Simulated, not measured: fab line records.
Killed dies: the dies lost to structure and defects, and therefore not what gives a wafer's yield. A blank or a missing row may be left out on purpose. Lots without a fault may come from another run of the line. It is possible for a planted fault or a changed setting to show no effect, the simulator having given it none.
fab line records	flow sky130	part 1 of 2: steps 1 to 42 of 43
record: lots: 7	wafers: 21	last-day: 49
route steps=708 shown FIELD_ISO@11 NWELL@32 DNWELL@35 PWDE@45 PAD_OPEN@708
lots that met no fault: from a run of the same line without faults
start-h: hours from the record's first day to the start of the lot's first wafer shown	wait-h: hours from the lot's prior step to this one	" identical to the entry in the row above	L1.1+2: one row covering several wafers at once	- either no value or no given start	* or withheld: withheld	< > ~ a bound
route shown NAME@n: names a module that has steps shown in the file, with the first one's number in the route	usual: mean/standard deviation of fault-free wafers	same: alike in all rows	chamber/n: place in a boat	sites: per-site readings	_std_site: the standard deviation of these	_edge_site: mean of outer sites minus mean of inner sites	radius-mm: for every site, how far away it sits from the centre of the wafer	mask NAME#n: copy n	behind: the last tool/chamber to shape the wafer	hold: why the lot was held/for how many hours/how that ended	device: transistor that didn't switch, given as n, p or np	end of line: tests of these same wafers at the route's end	for a step that has no rows: nothing shown but its recipe	killed: dies lost to structure and defects at the first sort, not the wafer's yield	map: per-die view of a wafer (x killed, . not killed, _ where there is no die)
set.NAME: the setting that was run; set.NAME@STEP: the one run at that earlier step	model.NAME: the simulator's own value behind a step, which no gauge read
lots seen at some steps along the route; tables by step, rows by wafer
services: a tool's chamber out of use, with start hour (start-h, from the record's first day; less than 0 if before it), hours out, and reason
== steps ==
step: SKY_FIELD_ISO_EXPOSE_10
recipe: mask-id: FOM	na: 0.68	source-shape: annular	sigma-inner: 0.4	sigma-outer: 0.8	target-cd-nm: 150	dose-mj: 28
step: SKY_FIELD_ISO_PEB_11
recipe: peb-temp-c: withheld	peb-time-s: withheld	resist: KrF-thick
step: SKY_FIELD_ISO_DEVELOP_12
recipe: develop-time-s: 60	resist: KrF-thick	dev-temp-c: 21
step: SKY_FIELD_ISO_CD_MEAS_13
recipe: target-cd-nm: 150
usual: cd-nm: 149.7/1.5
lot.wafer	tool	chamber	start-h	wait-h	cd-nm
L496.1	cd-sem-01	-	38.50	-	149.2
L496.2	"	-	"	"	147.4
L496.6	"	-	"	"	149.2
L497.2	cd-sem-01	-	39.36	-	150.0
L497.4	"	-	"	"	150.6
L497.6	"	-	"	"	150.1
L498.2	cd-sem-02	-	46.41	-	147.1
L498.3	"	-	"	"	147.4
L498.6	"	-	"	"	147.4
L502.1	cd-sem-02	-	66.19	-	150.5
L502.3	"	-	"	"	153.1
L502.4	"	-	"	"	151.7
L508.2	cd-sem-02	-	96.06	-	148.5
L508.4	"	-	"	"	148.2
L508.5	"	-	"	"	148.5
L509.1	cd-sem-02	-	101.24	-	149.5
L509.2	"	-	"	"	149.7
L509.4	"	-	"	"	148.5
L510.3	cd-sem-01	-	107.88	-	150.5
L510.5	"	-	"	"	152.1
L510.6	"	-	"	"	150.4
step: SKY_FIELD_ISO_ETCH_14
recipe: chemistry: N2/H2	target: BARC	ion-energy-ev: 200	source-w: 500	bias-w: 100	pressure-mtorr: 30	n2-flow-sccm: 100	h2-flow-sccm: 200	stop-on: SiO2	time-s: 45.9	target-depth-a: 600
step: SKY_FIELD_ISO_ETCH_15
recipe: chemistry: CHF3/O2	target-depth-nm: 180	stop-on: Si	source-w: 600	bias-w: 200	pressure-mtorr: 40	chf3-flow-sccm: 50	O2_flow_sccm: 5	time-s: 72
usual: drypump-motor-current-A: 5.8/0.5	oes-product-au: 0.943/0.0061	throttle-valve-pct: 8.843/0.0093
lot.wafer	tool	chamber	start-h	wait-h	drypump-motor-current-A	oes-product-au	rf-hours-counter-h	throttle-valve-pct
L496.1	rie-diel-01	0	38.66	0.0	5.9	0.943	5	8.838
L496.2	"	3	"	"	6.5	0.934	136	8.831
L496.6	"	2	"	"	6.2	0.938	-	8.837
L497.2	rie-diel-04	1	39.50	0.0	6.2	0.947	4	8.842
L497.4	"	0	"	"	5.1	0.952	-	8.844
L497.6	"	3	"	"	5.2	0.943	-	8.848
L498.2	rie-diel-02	1	46.55	0.0	4.9	0.927	145	8.830
L498.3	"	0	"	"	6.1	0.942	96	8.852
L498.6	"	2	"	"	5.8	0.940	-	8.834
L502.1	rie-diel-04	1	66.35	0.0	6.2	0.940	5	8.838
L502.3	"	0	"	"	5.1	0.941	94	8.840
L502.4	"	3	"	"	5.1	0.940	-	8.855
L508.2	rie-diel-01	2	96.20	0.0	6.2	0.940	70	8.838
L508.4	"	1	"	"	5.4	0.943	3	8.857
L508.5	"	1	"	"	5.3	0.958	-	8.858
L509.1	rie-diel-01	3	101.40	0.0	6.5	0.942	137	8.833
L509.2	"	2	"	"	6.2	0.945	70	8.842
L509.4	"	0	"	"	5.8	0.941	5	8.837
L510.3	rie-diel-01	3	108.01	0.0	6.5	0.945	137	8.857
L510.5	"	0	"	"	5.8	0.935	-	8.848
L510.6	"	2	"	"	6.2	0.951	-	8.864
step: SKY_FIELD_ISO_STRIP_16
recipe: chemistry: O2/N2	power-w: 1400	pressure-mtorr: 1500	platen-temp-c: withheld	o2-flow-sccm: 3000	n2-flow-sccm: 300	overash-fraction: 0.5
usual: drypump-motor-current-A: 5.6/0.39	oes-product-au: 0.378/0.0047	strip-time-to-endpoint-s: 3.54/0.039
lot.wafer	tool	chamber	start-h	wait-h	drypump-motor-current-A	oes-product-au	rf-hours-counter-h	strip-time-to-endpoint-s
L496.1	plasma-asher-02	0	38.72	0.0	5.6	0.376	34	3.53
L496.2	"	1	"	"	5.1	0.384	34	3.62
L496.6	"	1	"	"	5.1	0.381	-	3.57
L497.2	plasma-asher-04	0	39.56	0.0	6.3	0.382	37	3.60
L497.4	"	0	"	"	6.3	0.370	-	3.50
L497.6	"	1	"	"	5.2	0.383	-	3.56
L498.2	plasma-asher-02	0	46.61	0.0	5.5	0.377	35	3.54
L498.3	"	0	"	"	5.6	0.376	-	3.62
L498.6	"	1	"	"	5.1	0.367	-	3.54
L502.1	plasma-asher-02	1	66.41	0.0	5.1	0.380	37	3.60
L502.3	"	1	"	"	5.1	0.370	-	3.52
L502.4	"	0	"	"	5.6	0.374	-	3.57
L508.2	plasma-asher-01	0	96.26	0.0	5.4	0.381	29	3.54
L508.4	"	1	"	"	5.8	0.375	-	3.56
L508.5	"	1	"	"	5.8	0.380	-	3.59
L509.1	plasma-asher-04	0	101.46	0.0	6.3	0.381	44	3.52
L509.2	"	1	"	"	5.3	0.377	44	3.51
L509.4	"	1	"	"	5.3	0.378	-	3.50
L510.3	plasma-asher-01	1	108.10	0.1	5.8	0.385	-	3.57
L510.5	"	0	"	"	5.5	0.378	-	3.52
L510.6	"	1	"	"	5.8	0.372	-	3.51
step: SKY_FIELD_ISO_ETCH_17
recipe: target-depth-a: 3420	mask-material: Si3N4	chemistry: HBr/Cl2/O2	target: Si	taper-deg: 5	icp-w: 600	bias-w: 150	pressure-mtorr: 15	HBr_flow_sccm: 150	Cl2_flow_sccm: 40	O2_flow_sccm: 6	time-s: 97.7
usual: drypump-motor-current-A: 5.6/0.46	oes-product-au: 1.002/0.0099	throttle-valve-pct: 25.654/0.011
lot.wafer	tool	chamber	start-h	wait-h	drypump-motor-current-A	oes-product-au	rf-hours-counter-h	throttle-valve-pct
L496.1	rie-si-01	1	38.82	0.1	5.8	0.992	110	25.662
L496.2	"	3	"	"	6.4	0.991	106	25.682
L496.6	"	0	"	"	5.0	0.992	-	25.669
L497.2	rie-si-02	2	39.66	0.1	5.7	0.999	69	25.654
L497.4	"	0	"	"	5.0	1.000	73	25.664
L497.6	"	2	"	"	5.7	0.999	-	25.644
L498.2	rie-si-02	3	46.71	0.1	5.7	1.004	76	25.655
L498.3	"	2	"	"	5.7	1.002	70	25.662
L498.6	"	2	"	"	5.7	1.010	-	25.635
L502.1	rie-si-01	1	66.51	0.1	5.8	0.993	110	25.645
L502.3	"	0	"	"	5.0	1.003	70	25.661
L502.4	"	3	"	"	6.4	1.005	-	25.650
L508.2	rie-si-01	0	96.36	0.1	5.0	0.993	71	25.672
L508.4	"	3	"	"	6.4	0.997	107	25.667
L508.5	"	0	"	"	5.0	1.002	-	25.654
L509.1	rie-si-01	3	101.56	0.1	6.4	0.999	107	25.642
L509.2	"	0	"	"	5.0	1.002	71	25.642
L509.4	"	2	"	"	5.4	1.023	117	25.636
L510.3	rie-si-01	3	108.16	0.0	6.4	0.994	107	25.678
L510.5	"	3	"	"	6.4	0.994	-	25.657
L510.6	"	0	"	"	5.0	0.993	-	25.652
step: SKY_FIELD_ISO_WET_ETCH_18
recipe: chemistry: H3PO4	target-depth-nm: 25	temp-c: 160	target: Si3N4	time-s: 286
step: SKY_FIELD_ISO_CLEAN_19
recipe: chemistry: SC1/SC2	mix: 1:4:20	temp-c: 70	time-s: 150
step: SKY_FIELD_ISO_CLEAN_20
recipe: chemistry: dHF	time-s: 20	dilution: 100:1
step: SKY_FIELD_ISO_WET_ETCH_21
recipe: chemistry: dHF	dilution: 100:1	target-depth-nm: 20	dry: ipa-marangoni	target: SiO2	temp-c: 25	time-s: 400
step: SKY_FIELD_ISO_OXIDATION_22
recipe: temp-c: 950	ambient: O2	stabilise-s: 600	purge-s: 300	target-thk-a: 100	ox-time-s: 623
usual: spike-tc-lower-C: 952.5/1	spike-tc-upper-C: 950.4/1.1
lot.wafer	tool	chamber	start-h	wait-h	spike-tc-lower-C	spike-tc-upper-C
L496.1	furnace-02	0	41.71	2.5	953.0	950.7
L496.2	"	0	"	"	953.0	950.5
L496.6	"	0	"	"	952.4	949.6
L497.2	furnace-02	0	41.71	1.7	951.9	948.9
L497.4	"	0	"	"	952.5	948.5
L497.6	"	0	"	"	952.8	949.2
L498.2	furnace-01	0	48.76	1.7	951.9	951.0
L498.3	"	0	"	"	953.1	948.8
L498.6	"	0	"	"	951.3	948.8
L502.1	furnace-02	0	67.21	0.4	951.2	952.3
L502.3	"	0	"	"	952.3	950.8
L502.4	"	0	"	"	951.9	950.4
L508.2	furnace-02	0	96.70	0.0	951.7	949.2
L508.4	"	0	"	"	952.6	949.6
L508.5	"	0	"	"	953.4	952.7
L509.1	furnace-02	0	101.96	0.0	951.0	952.2
L509.2	"	0	"	"	952.3	951.3
L509.4	"	0	"	"	950.6	950.5
L510.3	furnace-02	0	112.60	4.0	952.0	950.1
L510.5	"	0	"	"	952.9	952.3
L510.6	"	0	"	"	953.5	951.1
step: SKY_FIELD_ISO_THK_MEAS_23
recipe: reads: SiO2_of_FIELD_ISO_OXIDATION_22
usual: FIELD_ISO_OXIDATION_01_THK: 9.96/0.23
lot.wafer	tool	chamber	start-h	wait-h	FIELD_ISO_OXIDATION_01_THK[nm]
L496.1	film-metro-03	-	42.89	0.0	9.65
L496.2	"	-	"	"	9.59
L496.6	"	-	"	"	9.72
L497.2	film-metro-01	-	42.90	0.0	9.83
L497.4	"	-	"	"	9.88
L497.6	"	-	"	"	9.87
L498.2	film-metro-01	-	49.94	0.0	10.33
L498.3	"	-	"	"	10.26
L498.6	"	-	"	"	10.28
L502.1	film-metro-04	-	68.38	0.0	9.91
L502.3	"	-	"	"	9.75
L502.4	"	-	"	"	9.80
L508.2	film-metro-01	-	97.88	0.0	10.27
L508.4	"	-	"	"	10.05
L508.5	"	-	"	"	10.03
L509.1	film-metro-01	-	103.13	0.0	10.04
L509.2	"	-	"	"	10.11
L509.4	"	-	"	"	9.99
L510.3	film-metro-01	-	113.79	0.0	9.94
L510.5	"	-	"	"	9.85
L510.6	"	-	"	"	9.79
step: SKY_FIELD_ISO_CVD_24
recipe: material: SiO2	target-thk-nm: 595	temp-c: 650	sigma-open-frac: 0.3	time-s: 99.2	sih4-flow-sccm: 60	pressure-mtorr: 6
step: SKY_FIELD_ISO_THK_MEAS_25
recipe: reads: SiO2_of_FIELD_ISO_CVD_24
usual: FIELD_ISO_CVD_24_THK: 592/5.8
lot.wafer	tool	chamber	start-h	wait-h	FIELD_ISO_CVD_24_THK[nm]
L496.1	film-metro-04	-	43.02	0.0	588
L496.2	"	-	"	"	581
L496.6	"	-	"	"	591
L497.2	film-metro-01	-	43.03	0.0	587
L497.4	"	-	"	"	593
L497.6	"	-	"	"	589
L498.2	film-metro-01	-	50.08	0.0	589
L498.3	"	-	"	"	583
L498.6	"	-	"	"	589
L502.1	film-metro-01	-	68.51	0.0	591
L502.3	"	-	"	"	599
L502.4	"	-	"	"	592
L508.2	film-metro-03	-	98.01	0.0	596
L508.4	"	-	"	"	593
L508.5	"	-	"	"	594
L509.1	film-metro-04	-	103.26	0.0	599
L509.2	"	-	"	"	598
L509.4	"	-	"	"	592
L510.3	film-metro-04	-	113.92	0.1	591
L510.5	"	-	"	"	588
L510.6	"	-	"	"	585
step: SKY_FIELD_ISO_ANNEAL_26
recipe: temp-c: 1000	time-s: 1800	ambient: N2
step: SKY_FIELD_ISO_CMP_27
recipe: stop-on: Si3N4	t-overpolish-s: 16	down-force-psi: 4	platen-rpm: 60	target-thk-nm: 457.8	pad-velocity-m-s: 0.94248
usual: motor-current-A: 12.3/1	overpolish-run-s: 16.001/0.0096	time-to-endpoint-s: 112/4.2
lot.wafer	tool	chamber	start-h	wait-h	motor-current-A	overpolish-run-s	time-to-endpoint-s
L496.2	cmp-01	0	47.25	0.0	11.5	16.008	117
L496.1	"	1	"	"	12.7	16.002	119
L496.6	"	1	"	"	13.2	15.994	117
L497.2	cmp-02	1	47.35	0.1	12.8	15.992	113
L497.4	"	2	"	"	11.3	16.018	113
L497.6	"	3	"	"	13.3	16.012	108
L498.3	cmp-02	3	52.86	0.0	13.8	16.000	109
L498.2	"	2	"	"	10.7	16.011	113
L498.6	"	3	"	"	12.7	16.006	110
L502.4	cmp-01	3	70.12	0.1	11.2	15.999	107
L502.3	"	0	"	"	12.1	16.018	113
L502.1	"	1	"	"	13.7	15.996	112
L508.4	cmp-02	2	99.56	0.0	11.3	16.013	118
L508.2	"	1	"	"	13.5	16.000	120
L508.5	"	3	"	"	13.9	15.985	115
L509.1	cmp-02	2	104.82	0.0	11.2	15.997	118
L509.4	"	3	"	"	13.0	16.008	114
L509.2	"	0	"	"	11.6	16.003	117
L510.3	cmp-01	3	123.84	0.1	11.8	15.982	109
L510.5	"	1	"	"	13.8	16.000	115
L510.6	"	2	"	"	14.3	15.983	110
step: SKY_FIELD_ISO_WET_ETCH_28
recipe: chemistry: dHF	target-depth-nm: 23.7	target: SiO2	dilution: 10:1	temp-c: 25	time-s: 47
step: SKY_FIELD_ISO_WET_ETCH_29
recipe: chemistry: H3PO4	target-depth-nm: 160	target: Si3N4	temp-c: 160	time-s: 1825
step: SKY_FIELD_ISO_WET_ETCH_30
recipe: chemistry: dHF	target-depth-nm: 25	target: SiO2	dilution: 10:1	temp-c: 25	time-s: 50
step: SKY_NWELL_CLEAN_00
recipe: chemistry: SC1/SC2	mix: 1:4:20	temp-c: 70	time-s: 150	dry: n2-spin
step: SKY_NWELL_OXIDATION_01
recipe: temp-c: 900	ambient: O2	stabilise-s: 600	purge-s: 300	target-thk-a: 100	ox-time-s: 1418
step: SKY_NWELL_THK_MEAS_02
recipe: reads: SiO2_of_NWELL_OXIDATION_01
usual: NWELL_OXIDATION_THK: 10.08/0.16
lot.wafer	tool	chamber	start-h	wait-h	NWELL_OXIDATION_THK[nm]
L496.1	film-metro-03	-	51.33	0.0	10.15
L496.2	"	-	"	"	10.40
L496.6	"	-	"	"	10.31
L497.2	film-metro-01	-	51.34	0.0	10.25
L497.4	"	-	"	"	10.22
L497.6	"	-	"	"	10.13
L498.2	film-metro-02	-	56.84	0.0	10.03
L498.3	"	-	"	"	9.87
L498.6	"	-	"	"	10.00
L502.1	film-metro-01	-	72.38	0.0	10.03
L502.3	"	-	"	"	10.02
L502.4	"	-	"	"	9.90
L508.2	film-metro-01	-	101.93	0.0	10.12
L508.4	"	-	"	"	10.11
L508.5	"	-	"	"	10.01
L509.1	film-metro-02	-	111.10	0.0	9.77
L509.2	"	-	"	"	9.83
L509.4	"	-	"	"	9.86
L510.3	film-metro-02	-	131.94	0.0	10.31
L510.5	"	-	"	"	10.15
L510.6	"	-	"	"	10.05
step: SKY_DNWELL_DEHYDRATE_00
recipe: temp-c: 200	time-s: 60
step: SKY_DNWELL_HMDS_01
recipe: prime-time-s: 60	prime-temp-c: 120
step: SKY_DNWELL_COAT_02
recipe: spin-rpm: 2000	resist-thk-nm: 3000
step: SKY_DNWELL_SOFTBAKE_03
recipe: temp-c: 110	time-s: withheld
step: SKY_DNWELL_EXPOSE_04
recipe: mask-id: DNM	na: 0.57	target-cd-nm: 3000	dose-mj: 222
step: SKY_DNWELL_PEB_05
recipe: temp-c: 115	time-s: withheld
step: SKY_DNWELL_DEVELOP_06
recipe: wall-angle-deg: 90	developer: TMAH	develop-time-s: 60	dev-temp-c: 23
step: SKY_DNWELL_IMPLANT_07
recipe: species: P	energy-kev: withheld	dose-cm2: withheld	tilt-deg: withheld
step: SKY_DNWELL_STRIP_08
recipe: chemistry: O2/N2	power-w: 1400	pressure-mtorr: 1500	platen-temp-c: withheld	o2-flow-sccm: 3000	n2-flow-sccm: 300	overash-fraction: 0.5
usual: drypump-motor-current-A: 5.5/0.36	oes-product-au: 0.722/0.0042	strip-time-to-endpoint-s: 36.94/0.12
lot.wafer	tool	chamber	start-h	wait-h	drypump-motor-current-A	oes-product-au	rf-hours-counter-h	strip-time-to-endpoint-s
L497.2	plasma-asher-04	1	67.24	0.1	5.2	0.723	40	37.00
L497.4	"	1	"	"	5.3	0.722	-	37.02
L497.6	"	1	"	"	5.2	0.712	-	37.02
L496.1	plasma-asher-02	1	67.59	0.1	5.1	0.722	37	36.99
L496.2	"	0	"	"	5.6	0.722	37	37.04
L496.6	"	1	"	"	5.1	0.726	-	36.93
L498.2	plasma-asher-03	0	73.29	0.1	5.8	0.721	37	36.98
L498.3	"	0	"	"	5.9	0.723	-	37.00
L498.6	"	0	"	"	5.9	0.722	-	36.92
L502.1	plasma-asher-02	0	89.44	0.1	5.6	0.721	40	36.83
L502.3	"	0	"	"	5.6	0.724	-	36.98
L502.4	"	1	"	"	5.1	0.723	-	36.98
L508.2	plasma-asher-03	0	120.59	0.1	5.9	0.720	0	37.20
L508.4	"	1	"	"	5.8	0.717	-	37.09
L508.5	"	0	"	"	5.9	0.720	-	37.00
L509.1	plasma-asher-02	0	129.44	0.1	5.6	0.726	44	37.06
L509.2	"	1	"	"	5.1	0.729	44	37.09
L509.4	"	1	"	"	5.1	0.713	-	37.09
L510.3	plasma-asher-02	1	151.52	0.2	5.1	0.724	-	36.83
L510.5	"	1	"	"	5.1	0.722	-	36.72
L510.6	"	0	"	"	5.6	0.717	-	36.84
step: SKY_DNWELL_TW_MEAS_09
usual: DNWELL_TW: 1118/16
lot.wafer	tool	chamber	start-h	wait-h	DNWELL_TW
L497.2	film-metro-03	-	67.35	0.1	1113
L497.4	"	-	"	"	1105
L497.6	"	-	"	"	1112
L496.1	film-metro-01	-	67.69	0.1	1135
L496.2	"	-	"	"	1139
L496.6	"	-	"	"	1135
L498.2	film-metro-01	-	73.40	0.1	1133
L498.3	"	-	"	"	1138
L498.6	"	-	"	"	1136
L502.1	film-metro-02	-	89.54	0.1	1118
L502.3	"	-	"	"	1120
L502.4	"	-	"	"	1109
L508.2	film-metro-03	-	120.70	0.1	1104
L508.4	"	-	"	"	1105
L508.5	"	-	"	"	1104
L509.1	film-metro-02	-	129.54	0.1	1121
L509.2	"	-	"	"	1130
L509.4	"	-	"	"	1128
L510.3	film-metro-02	-	151.61	0.1	1128
L510.5	"	-	"	"	1127
L510.6	"	-	"	"	1130
step: SKY_PWDE_DEHYDRATE_00
recipe: temp-c: 200	time-s: 60
step: SKY_PWDE_HMDS_01
recipe: prime-time-s: 60	prime-temp-c: 120
step: SKY_PWDE_COAT_02
recipe: spin-rpm: 2000	resist-thk-nm: 3000
step: SKY_PWDE_SOFTBAKE_03
recipe: temp-c: 110	time-s: withheld
step: SKY_PWDE_EXPOSE_04
recipe: mask-id: PWDEM	na: 0.6	source-shape: conventional	sigma-outer: 0.6	polarization: unpolarized	target-cd-nm: 840	dose-mj: 214
step: SKY_PWDE_PEB_05
recipe: temp-c: 115	time-s: withheld
step: SKY_PWDE_DEVELOP_06
recipe: wall-angle-deg: 90	developer: TMAH	develop-time-s: 60	dev-temp-c: 23
step: SKY_PWDE_OVL_MEAS_07
usual: PWDE_OVL: 0.2/1.3
lot.wafer	tool	chamber	start-h	wait-h	PWDE_OVL[nm]
L497.2	overlay-02	-	84.70	-	1.4
L497.4	"	-	"	"	-0.7
L497.6	"	-	"	"	2.2
L496.1	overlay-01	-	84.74	-	-0.9
L496.2	"	-	"	"	0.9
L496.6	"	-	"	"	-0.6
L498.2	overlay-02	-	91.15	-	1.9
L498.3	"	-	"	"	1.8
L498.6	"	-	"	"	1.6
L502.1	overlay-02	-	108.14	-	-2.5
L502.3	"	-	"	"	-0.4
L502.4	"	-	"	"	-1.8
L508.2	overlay-02	-	137.44	-	-0.6
L508.4	"	-	"	"	0.6
L508.5	"	-	"	"	0.8
L509.1	overlay-02	-	147.79	-	2.0
L509.2	"	-	"	"	0.5
L509.4	"	-	"	"	-0.2
L510.3	overlay-02	-	171.56	-	1.8
L510.5	"	-	"	"	1.3
L510.6	"	-	"	"	0.0
